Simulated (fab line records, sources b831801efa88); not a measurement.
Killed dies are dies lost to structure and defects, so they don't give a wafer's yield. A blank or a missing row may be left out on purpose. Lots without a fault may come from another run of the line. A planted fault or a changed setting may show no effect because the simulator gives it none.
fab line records | flow gf180mcu
record lots=13 wafers=36 last_day=34
route steps=602 shown CONTACT@312 M1@329 V1@339
lots that met no fault: from a run of the same line without faults
start_h: hours from the record's first day to the start of the lot's first wafer shown | wait_h: hours since the lot's step before | " the same as in the row above | L1.1+2: a row that stands for several wafers | - no value, or no start given | * or withheld: withheld | < > ~ a bound
route shown NAME@n: a module of which the file shows steps, and the number in the route of the first | usual: mean/standard deviation of fault-free wafers | same: alike in all rows | chamber/n: place in a boat | sites: the reading at each site | _std_site: their standard deviation | _edge_site: outer sites' mean less inner sites' | radius_mm: how far each site lies from the wafer's centre | mask NAME#n: copy n | behind: the tool/chamber that last shaped the wafer | hold: why the lot was held/for how many hours/how that ended | device: the transistor (n, p or np) that didn't switch | end of line: the same wafers' tests at the end of the route | a step without rows: its recipe alone | killed: dies lost to structure and defects at the first sort, not the wafer's yield | map: a wafer's dies, x killed, . not, _ none there
set.NAME: the setting as run; set.NAME@STEP: as run at that earlier step | model.NAME: the simulator's own value behind a step, which no gauge read
steps of the route over a sample of lots; a table a step, a row a wafer
services: from which hour (start_h, from the record's first day; less than 0 if before it) a tool's chamber was out of use, for how many hours, and why
## steps
# step GF_CONTACT_RS_MEAS_25
# recipe thk_meas_gauge=four-point-probe reads=W_of_CONTACT_CVD_24+TiN_of_CONTACT_SPUTTER_23+Ti_of_CONTACT_SPUTTER_22
# usual CONTACT_W_RS=0.385/0.0038
# columns lot.wafer tool chamber start_h wait_h CONTACT_W_RS[ohm/sq]
L275.1 film_metro-04 - 364.61 0.1 0.375
L275.3 " - " " 0.377
L275.6 " - " " 0.372
L277.1 film_metro-04 - 381.59 0.1 0.387
L277.2 " - " " 0.380
L277.4 " - " " 0.382
L278.1 film_metro-04 - 387.20 0.1 0.377
L278.5 " - " " 0.384
L278.6 " - " " 0.384
L284.3 film_metro-04 - 442.91 0.1 0.387
L284.6 " - " " 0.386
L285.1 film_metro-04 - 449.13 0.1 0.387
L285.5 " - " " 0.382
L287.1 film_metro-04 - 470.18 0.2 0.387
L287.5 " - " " 0.388
L291.3 film_metro-03 - 511.10 0.1 0.384
L291.4 " - " " 0.389
L291.6 " - " " 0.382
L292.1 film_metro-03 - 525.91 0.1 0.383
L292.3 " - " " 0.385
L292.5 " - " " 0.387
L293.1 film_metro-01 - 527.67 0.1 0.384
L293.3 " - " " 0.391
L293.5 " - " " 0.388
L295.2 film_metro-03 - 544.35 0.1 0.385
L295.4 " - " " 0.388
L295.5 " - " " 0.386
L296.1 film_metro-04 - 553.41 0.1 0.383
L296.2 " - " " 0.389
L296.3 " - " " 0.388
L297.3 film_metro-03 - 554.85 0.1 0.385
L297.4 " - " " 0.391
L297.5 " - " " 0.389
L298.2 film_metro-01 - 567.59 0.1 0.387
L298.3 " - " " 0.380
L298.4 " - " " 0.385
# step GF_CONTACT_CMP_27
# recipe stop_on=SiO2 down_force_psi=3.5 platen_rpm=60 t_overpolish_s=15 target_thk_nm=0 pad_velocity_m_s=0.94248
# usual motor_current_A=11.0/1.3 overpolish_run_s=15.001/0.0095 time_to_endpoint_s=70/3.5
# columns lot.wafer tool chamber start_h wait_h motor_current_A overpolish_run_s time_to_endpoint_s
L275.1 cmp-01 3 364.79 0.1 9.5 14.990 69
L275.3 " 0 " " 11.0 15.006 70
L275.6 " 0 " " 10.8 15.006 72
L277.1 cmp-01 3 381.77 0.1 9.8 15.005 65
L277.2 " 0 " " 10.5 14.985 71
L277.4 " 2 " " 10.1 14.990 69
L278.1 cmp-01 2 387.48 0.1 10.2 15.014 77
L278.5 " 0 " " 10.4 14.993 76
L278.6 " 1 " " 11.0 15.008 69
L284.3 cmp-01 0 443.20 0.2 10.4 14.994 71
L284.6 " 2 " " 9.9 15.001 70
L285.1 cmp-01 1 449.46 0.2 11.2 15.010 66
L285.5 " 3 " " 9.6 14.987 68
L287.1 cmp-02 2 470.36 0.1 11.3 14.989 70
L287.5 " 3 " " 14.9 14.998 65
L291.4 cmp-01 3 511.29 0.1 9.8 14.988 68
L291.3 " 0 " " 10.3 15.016 71
L291.6 " 3 " " 10.1 15.000 67
L292.3 cmp-02 3 526.09 0.0 15.0 15.000 65
L292.1 " 0 " " 10.8 14.984 70
L292.5 " 3 " " 14.7 15.012 65
L293.1 cmp-01 0 527.85 0.1 10.4 14.998 72
L293.3 " 2 " " 10.2 14.993 69
L293.5 " 1 " " 11.8 15.023 68
L295.4 cmp-02 3 544.71 0.2 14.8 14.995 65
L295.2 " 1 " " 10.7 15.003 67
L295.5 " 2 " " 10.8 15.001 66
L296.1 cmp-02 2 553.64 0.1 10.4 14.988 66
L296.3 " 3 " " 14.3 14.981 68
L296.2 " 0 " " 11.4 15.014 67
L297.3 cmp-01 2 554.99 0.0 10.5 14.992 70
L297.4 " 1 " " 11.2 14.979 67
L297.5 " 3 " " 9.5 14.985 70
L298.2 cmp-02 3 567.80 0.1 14.6 15.003 65
L298.4 " 0 " " 11.1 15.006 68
L298.3 " 1 " " 10.6 14.999 69
# step GF_M1_CD_MEAS_14
# recipe target_cd_nm=230
# usual cd_nm=230.2/1.2
# columns lot.wafer tool chamber start_h wait_h cd_nm
L275.1 cd_sem-02 - 387.23 0.1 228.8
L275.3 " - " " 229.8
L275.6 " - " " 229.2
L277.1 cd_sem-01 - 404.38 0.1 229.8
L277.2 " - " " 229.2
L277.4 " - " " 230.0
L278.1 cd_sem-02 - 409.88 0.1 228.4
L278.5 " - " " 230.9
L278.6 " - " " 230.2
L284.3 cd_sem-02 - 466.71 0.1 229.8
L284.6 " - " " 230.3
L285.1 cd_sem-01 - 473.80 0.1 229.1
L285.5 " - " " 229.7
L287.1 cd_sem-02 - 494.45 0.1 229.2
L287.5 " - " " 226.8
L291.3 cd_sem-01 - 534.96 0.1 230.9
L291.4 " - " " 229.6
L291.6 " - " " 231.0
L292.1 cd_sem-01 - 549.37 0.1 229.5
L292.3 " - " " 229.9
L292.5 " - " " 230.7
L293.1 cd_sem-02 - 550.72 0.1 231.7
L293.3 " - " " 231.3
L293.5 " - " " 232.8
L295.2 cd_sem-02 - 567.27 0.1 231.1
L295.4 " - " " 229.8
L295.5 " - " " 229.6
L296.1 cd_sem-02 - 574.88 0.1 231.7
L296.2 " - " " 230.9
L296.3 " - " " 230.6
L297.3 cd_sem-02 - 577.51 0.1 228.7
L297.4 " - " " 229.0
L297.5 " - " " 228.4
L298.2 cd_sem-02 - 589.74 0.1 230.3
L298.3 " - " " 230.6
L298.4 " - " " 231.2
# step GF_V1_CMP_04
# recipe material=SiO2 down_force_psi=4 platen_rpm=60 pad_velocity_m_s=0.94248
# usual motor_current_A=12.2/1.6 time_to_endpoint_s=78/5.5
# columns lot.wafer tool chamber start_h wait_h motor_current_A time_to_endpoint_s
L275.3 cmp-02 3 388.53 0.1 16.4 70
L275.1 " 0 " " 12.7 76
L275.6 " 3 " " 16.0 77
L277.2 cmp-01 3 405.46 0.0 10.8 77
L277.4 " 1 " " 12.3 84
L277.1 " 2 " " 10.9 82
L278.1 cmp-02 0 411.06 0.1 12.3 72
L278.6 " 2 " " 12.0 82
L278.5 " 3 " " 16.0 75
L284.3 cmp-02 0 468.25 0.1 12.4 95
L284.6 " 2 " " 12.0 78
L285.1 cmp-02 1 474.93 0.1 11.8 79
L285.5 " 1 " " 12.3 105
L287.1 cmp-02 0 495.98 0.1 12.4 74
L287.5 " 3 " " 15.9 98
L291.3 cmp-01 0 536.06 0.1 12.1 76
L291.4 " 1 " " 12.1 77
L291.6 " 3 " " 10.4 75
L292.3 cmp-01 1 550.49 0.0 12.2 83
L292.1 " 0 " " 11.2 81
L292.5 " 2 " " 10.7 89
L293.1 cmp-01 1 551.86 0.1 12.8 74
L293.3 " 2 " " 11.2 74
L293.5 " 2 " " 11.0 87
L295.2 cmp-01 1 568.38 0.1 12.7 71
L295.4 " 2 " " 11.2 83
L295.5 " 1 " " 12.9 75
L296.1 cmp-01 1 576.35 0.4 12.3 70
L296.2 " 2 " " 11.4 68
L296.3 " 3 " " 10.5 66
L297.3 cmp-01 2 578.60 0.1 11.3 76
L297.4 " 3 " " 10.8 77
L297.5 " 2 " " 10.9 76
L298.3 cmp-01 0 590.80 0.0 12.0 75
L298.2 " 1 " " 12.4 76
L298.4 " 2 " " 11.1 81
# step GF_V1_ETCH_17
# recipe chemistry=C4F8/O2/Ar mask_material=KrF target=SiO2 stop_on=TiN source_w=1500 bias_w=1200 pressure_mtorr=40 c4f8_flow_sccm=withheld O2_flow_sccm=6 Ar_flow_sccm=300 time_s=withheld target_depth_a=6300
# usual oes_product_au=0.855/0.0048
# columns lot.wafer tool chamber start_h wait_h oes_product_au
L275.1 rie_diel-01 1 - - 0.859
L275.3 " 0 " " 0.854
L275.6 " 3 " " 0.849
L277.1 rie_diel-04 1 - - 0.857
L277.2 " 0 " " 0.851
L277.4 " 3 " " 0.853
L278.1 rie_diel-01 3 - - 0.849
L278.5 " 0 " " 0.853
L278.6 " 2 " " 0.855
L284.3 rie_diel-03 0 - - 0.805
L284.6 " 1 " " 0.861
L285.1 rie_diel-03 3 - - 0.854
L285.5 " 0 " " 0.815
L287.1 rie_diel-04 0 - - 0.861
L287.5 " 0 " " 0.806
L291.3 rie_diel-03 2 - - 0.849
L291.4 " 1 " " 0.862
L291.6 " 1 " " 0.860
L292.1 rie_diel-01 2 - - 0.856
L292.3 " 1 " " 0.852
L292.5 " 3 " " 0.865
L293.1 rie_diel-04 2 - - 0.849
L293.3 " 3 " " 0.864
L293.5 " 1 " " 0.850
L295.2 rie_diel-03 1 - - 0.852
L295.4 " 1 " " 0.856
L295.5 " 3 " " 0.856
L296.1 rie_diel-04 0 - - 0.853
L296.2 " 1 " " 0.857
L296.3 " 2 " " 0.851
L297.3 rie_diel-04 3 - - 0.858
L297.4 " 0 " " 0.858
L297.5 " 3 " " 0.855
L298.2 rie_diel-03 1 - - 0.853
L298.3 " 0 " " 0.857
L298.4 " 3 " " 0.852
## services
# columns tool chamber start_h hours kind
cmp-02 - 346.03 5.1 pm
rie_diel-03 0 349.12 2.9 repair
rie_diel-03 3 370.09 6.8 repair
rie_diel-04 - 388.65 0.3 repair
cmp-01 - 397.83 2.0 repair
rie_diel-03 - 401.85 2.8 pm
cmp-02 - 404.00 4.0 pm
cmp-02 - 411.97 0.8 repair
rie_diel-04 1 416.48 4.3 repair
cmp-01 - 423.29 1.5 repair
cmp-02 - 433.25 4.1 repair
cmp-01 - 466.05 5.8 repair
rie_diel-03 0 473.85 7.9 repair
cmp-01 - 496.26 1.0 repair
cmp-02 - 497.74 1.6 repair
rie_diel-04 2 535.85 9.2 repair
rie_diel-04 - 553.92 14.6 pm
rie_diel-03 3 564.92 14.2 repair
rie_diel-03 - 566.63 1.4 repair
cmp-02 - 570.47 2.0 repair
cmp-01 - 572.00 4.0 pm
rie_diel-03 2 578.34 12.4 repair
rie_diel-04 - 582.05 0.1 repair
rie_diel-04 3 584.74 15.7 repair
## key
first_sign step=GF_V1_CMP_04 reading=time_to_endpoint_s direction=up sigmas=4 usual=* struck=*
effect step=GF_V1_ETCH_17 reading=oes_product_au direction=down sigmas=9.8 usual=0.855 struck=0.809
met_at GF_V1_CMP_04
struck_lots L284,L285,L287
struck_wafers L284.3,L285.5,L287.5
not_acting_at GF_CONTACT_RS_MEAS_25,GF_CONTACT_CMP_27,GF_M1_CD_MEAS_14
onset_between 411.06 468.25
fault kind=process_parameter_drift tool=cmp-02 chamber=- onset_h=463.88 steps=GF_V1_CMP_04 channel=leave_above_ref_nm offset=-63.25 shape=step end_h=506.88 scope=struck_wafers_only acts_in=these_recipes_only stated=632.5
